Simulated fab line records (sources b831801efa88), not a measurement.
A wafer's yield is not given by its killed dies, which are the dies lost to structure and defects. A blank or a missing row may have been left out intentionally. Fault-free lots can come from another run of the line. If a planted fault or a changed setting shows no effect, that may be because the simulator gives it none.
Comparing a struck lot with a sound one    flow sky130    26 steps out of a route of 708
Sound: the wafers L510.1, L510.2, L510.6. The struck wafers were L522.1, L522.2, L522.6. The cause is named last.
Order at every step that has rows: each side's tool, ch and its chambers, its first start. Under that, the readings that differ: sound wafers    struck wafers    difference of the means    sigmas: that difference in standard deviations of wafers without a fault.
alike: a reading whose means differ by less than 2 such deviations, as well as words and numbers matching on both sides. not compared: withheld readings; readings where some wafer has no value; bounds like >300 that might hide an equal value; numbers whose values overlap and for which the record gives no deviation.
A row with sigmas, a row that says differs or no value, or rows on one side alone: a step with any of these is where the two part. Numbers that don't overlap but have no deviation are shown without sigmas and don't part them. Lack of a reading on every wafer of one side parts them only where that side has two or more wafers.

first, 3 steps without rows for these wafers: SKY_CAPM_EXPOSE_09 (exposes mask CAPM, target cd 1000 nm); SKY_CAPM_PEB_10; SKY_CAPM_DEVELOP_11 (develop time 60 s).
SKY_CAPM_OVL_MEAS_12:
  sound: overlay-02 at day 37 13:21; struck: overlay-01 at day 41 11:40
  alike: CAPM_OVL
SKY_CAPM_METAL_ETCH_13: etches TiN in Cl2/BCl3, stops on SiO2, target depth 220 nm, time 62.9 s.
  sound on rie metal-03 ch 0,1, day 37 13:23; struck on rie metal-02 ch 0,1, day 41 11:42
  alike: drypump motor current A, oes product au, throttle valve pct
  not compared: rf hours counter h
SKY_CAPM_STRIP_14: strips in O2/N2.
  sound on plasma asher-01 ch 0,1, day 37 13:28; struck on plasma asher-01 ch 0,1, day 41 11:47
  alike: drypump motor current A, oes product au, strip time to endpoint s
  not compared: rf hours counter h
then, 6 steps without rows for these wafers: SKY_CAPM_STRIP_15 (strips in post etch residue remover, time 1200 s); SKY_CAPM_CLEAN_16 (cleans in IPA, time 180 s); SKY_CAPM_CLEAN_17 (cleans in O3/DIW); SKY_METAL3_DEHYDRATE_05 (time 60 s); SKY_METAL3_HMDS_06 (prime time 60 s); SKY_METAL3_COAT_07 (resist thk 60 nm).
SKY_METAL3_COAT_08: resist thk 1140 nm.
  sound on litho track-04 ch 0, day 38 02:00; struck on litho track-02 ch 0, day 41 23:00
reading                                        sound           struck          difference  sigmas
model.KrF-thick_of_METAL3_COAT_08.thk nm (nm)  1140 1140 1138  1174 1175 1168  +33         
then, 4 steps without rows for these wafers: SKY_METAL3_SOFTBAKE_09 (time 90 s); SKY_METAL3_EXPOSE_10 (exposes mask MM3, target cd 300 nm); SKY_METAL3_PEB_11; SKY_METAL3_DEVELOP_12 (develop time 60 s).
SKY_METAL3_CD_MEAS_13: target cd 300 nm.
  sound: cd sem-01 at day 38 15:36; struck: cd sem-02 at day 42 11:58
  alike: cd nm
SKY_METAL3_OVL_MEAS_14:
  sound: overlay-01 at day 38 15:43; struck: overlay-01 at day 42 12:05
  alike: METAL3_OVL
SKY_METAL3_DESCUM_15: chemistry O2, time 8 s.
  sound on rie metal-01 ch 0,1, day 38 15:46; struck on rie metal-01 ch 0,1, day 42 12:07
  alike: drypump motor current A, oes product au
  not compared: rf hours counter h
SKY_METAL3_ETCH_16: etches BARC in N2/H2, stops on SiO2, time 88.2 s, target depth 60 nm.
  sound on rie metal-01 ch 0,1, day 38 15:47; struck on rie metal-01 ch 0,1, day 42 12:09
  alike: drypump motor current A, oes product au, throttle valve pct
  not compared: rf hours counter h
SKY_METAL3_ETCH_17: etches SiO2 in C4F8/O2/Ar, stops on TiN, time 3.9 s, target depth 15 nm.
  sound on rie diel-04 ch 1,2,3, day 38 15:53; struck on rie diel-04 ch 0,3, day 42 12:15
  alike: oes product au
  not compared: rf hours counter h
SKY_METAL3_METAL_ETCH_18: etches the open film in Cl2/BCl3, stops on SiO2, target depth 845 nm, time 183.1 s.
  sound on rie metal-02 ch 0,1, day 38 15:55; struck on rie metal-02 ch 0,1, day 42 12:16
reading                                        sound              struck             difference  sigmas
oes product au (a.u.)                          0.865 0.862 0.865  0.877 0.877 0.877  +0.013      +2
model.KrF-thick_of_METAL3_COAT_08.thk nm (nm)  526.8 530.3 524.8  562.5 562.8 547.4  +30.3       
  alike: drypump motor current A, throttle valve pct
  not compared: rf hours counter h
SKY_METAL3_STRIP_19: strips in O2/N2.
  sound on plasma asher-01 ch 0,1, day 38 16:05; struck on plasma asher-04 ch 0,1, day 42 12:26
reading                       sound              struck             difference  sigmas
oes product au (a.u.)         0.503 0.502 0.506  0.517 0.517 0.516  +0.013      +2
strip time to endpoint s (s)  6.54 6.56 6.50     6.88 6.90 6.74     +0.31       +4
  alike: drypump motor current A
  not compared: rf hours counter h
then, 1 step without rows for these wafers: SKY_METAL3_STRIP_20 (strips in post etch residue remover, time 1200 s).
-- the record jumps here: 6 days lie between the struck wafers' starts before and after (it left off in module METAL3 and takes up again in module PAD_OPEN, whose first step shown is number 708 of the route) --
SKY_PAD_OPEN_PROBE_99:
  sound: prober-02 at day 45 19:01; struck: prober-02 at day 49 00:17
reading          sound  struck  difference  sigmas
killed_at_M4_up  2 1 1  7 4 4   +4          +2
  alike: defect limited yield, killed_at_M0_to_M3, killed at contacts, killed at front end, killed at other, killed dies, killed open, killed short, sort_bin_3_pad_short, sort_bin_5_function, sort_bin_6_memory, sort n pass, sort yield pct

## WHERE THEY PART
At SKY_METAL3_METAL_ETCH_18 first; at SKY_PAD_OPEN_PROBE_99 last (within this record only).

WHY: the cause the simulator had injected
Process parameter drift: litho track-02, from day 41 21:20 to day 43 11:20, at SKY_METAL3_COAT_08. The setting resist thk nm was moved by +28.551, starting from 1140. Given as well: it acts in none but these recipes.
